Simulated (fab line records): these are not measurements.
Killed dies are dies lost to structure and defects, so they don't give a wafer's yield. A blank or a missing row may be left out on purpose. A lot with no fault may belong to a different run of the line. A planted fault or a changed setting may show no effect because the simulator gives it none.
Problem report, 8D (eight disciplines) form, completed by code ; flow sky130 ; the parts of the form that need people (team, actions taken, sign-off) are left out

== 1. THE ISSUE ==
Across 6 wafers from 2 lots, NWELL_01_OVL at SKY_NWELL_OVL_MEAS_23 averages 205.3 nm, while fault-free wafers read 0.4 nm with a standard deviation of 1.1. That is +99 or more standard deviations from the usual mean.
First seen on wafer L109.3, day 7 04:40, on overlay-01. Wafers with a number at this step in the record: 33, from 11 lots. The rule behind "out" and "out of limits": a value lying over 4 standard deviations away from the usual mean. All remaining wafers that have a number are taken as sound.

== 2. WHAT IT IS; WHAT IT IS NOT ==
question;is;is not
which readings at this step;NWELL_01_OVL;-
which lots;L109, L112;L101, L102, L103, L113, L115, L117, L119, L121, L124
which wafers of those lots;all that have a number;-
read on which gauges;overlay-01, overlay-02;-
when;from day 7 04:40;"up to then (9 sound wafers); but 18 sound wafers of L113, L115, L117, L119, L121, L124 came after"

== 3. WHAT RULES OUT EACH SUSPECT ==
Counting: a tool stays on the suspect list if, at a process step up to the reading, it processed all lots that are out and no sound lot following the first of them.
- ruled out: the gauge at SKY_NWELL_OVL_MEAS_23. Those wafers that are out were read across 2 gauges (overlay-01, overlay-02).
- plasma asher-02 at SKY_DNWELL_STRIP_08 (strips in O2/N2): ruled out as a lasting fault. After its first lot that is out, L109 (day 4 21:19), sound lots L115, L121 ran on it.
- iline stepper-02 at SKY_NWELL_EXPOSE_20 (exposes mask NWM COMPLEMENT, target cd 840 nm): kept. Every lot that is out went through it, starting with L109 (day 6 19:34), and after that it ran no sound lot; the last sound lot it ran before then is L103 (day 5 10:13).
Left after counting: iline stepper-02 at SKY_NWELL_EXPOSE_20.

== 4. THE CAUSE (what the simulator had put in) ==
Scanner matching overlay: iline stepper-02, from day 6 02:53 on, at SKY_NWELL_EXPOSE_20. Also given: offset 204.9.
This tool alone remained once counting was done.

== 5. THE EFFECT CHAIN, in route order ==
Each row: a reading where the mean over the struck wafers with a number is more than 3 standard deviations away from the usual. Only readings for which the record gives a usual standard deviation are gone through. hours: the time from each lot's start at the first step in this table that gives one to its start at this step, as a median over the lots. sigmas: the change in usual standard deviations.
hours;step;reading;usual;on struck wafers;change;sigmas
0;SKY_NWELL_OVL_MEAS_23;NWELL_01_OVL;0.4 nm;205.3;+204.9;+99 or more
978;SKY_PAD_OPEN_PROBE_99;killed at front end;15;35;+20;+4.9
It contains these process steps:
- SKY_PAD_OPEN_PROBE_99

== 6. HOW IT WOULD HAVE BEEN CAUGHT EARLIER ==
In this record the first reading out of limits at a measuring or inspecting step was taken at day 7 04:40, 26 hours after the fault began at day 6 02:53.
No tool reading at SKY_NWELL_EXPOSE_20 that has a usual standard deviation in the record was out on any struck wafer, so an alarm limit of 4 standard deviations on those readings would not have fired.
Lots out: 2; of these, L112 started SKY_NWELL_EXPOSE_20 on iline stepper-02 after day 7 04:40. A hold on the tool at that time would have spared it.
